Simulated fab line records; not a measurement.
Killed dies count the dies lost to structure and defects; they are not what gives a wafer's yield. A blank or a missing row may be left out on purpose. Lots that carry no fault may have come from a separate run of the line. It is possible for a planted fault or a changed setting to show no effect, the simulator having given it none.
Which of the tools did it? + flow gf180mcu + Sampling: 6 lots, 18 wafers, 2 of 602 route steps

WHAT THE GAUGES SHOWED, per wafer
GF_MVSD_TW_MEAS_11.
| lot  | measured    | on            | MVSD_TW        |
|------|-------------|---------------|----------------|
| L392 | day 4 23:41 | film-metro-03 | 1569 1572 1571 |
| L396 | day 5 22:46 | film-metro-03 | 1289 1294 1292 |
| L403 | day 7 13:29 | film-metro-01 | 1549 1552 1548 |
| L405 | day 8 00:53 | film-metro-03 | 1581 1576 1582 |
| L409 | day 9 00:19 | film-metro-03 | 1570 1573 1576 |
| L413 | day 9 23:56 | film-metro-03 | 1576 1575 1579 |

WHICH TOOL RAN EACH LOT (tool, then ch and the chambers of the sampled wafers, then the start)
| lot  | GF_MVSD_IMPLANT_08             |
|------|--------------------------------|
| L392 | implanter-03 ch 0, day 4 23:19 |
| L396 | implanter-03 ch 0, day 5 22:23 |
| L403 | implanter-01 ch 0, day 7 13:07 |
| L405 | implanter-01 ch 0, day 8 00:29 |
| L409 | implanter-03 ch 0, day 8 23:55 |
| L413 | implanter-04 ch 0, day 9 23:33 |
- GF_MVSD_IMPLANT_08

THE ANSWER, worked out from the rows above alone
Rule: usual is defined by the lots themselves. The widest of any qualifying gaps counts: lots, ordered by their means at a reading, are off when they make up no more than a third of the lots, leave a main group of 4 or more, and stand apart from it by 3 or more times the standard deviation of that group's means. A main group is skipped when, at the precision printed for the reading in the tables above, its means are all equal. A lot without any number at a reading at which 4 lots or more have one is off too. Where the step has rows for the other lots, those lots are counted as sound.
Off: at GF_MVSD_TW_MEAS_11 (MVSD_TW), L396. The main group has a mean of 1570 with a standard deviation of 11.
If a tool, at a process step before that reading, ran all the lots that are off and no sound lot after the first of them, it fits. Gauges at GF_MVSD_TW_MEAS_11: tried the same way as those tools. Of those tried, none fits.

WHAT THE SIMULATOR HAD PUT IN
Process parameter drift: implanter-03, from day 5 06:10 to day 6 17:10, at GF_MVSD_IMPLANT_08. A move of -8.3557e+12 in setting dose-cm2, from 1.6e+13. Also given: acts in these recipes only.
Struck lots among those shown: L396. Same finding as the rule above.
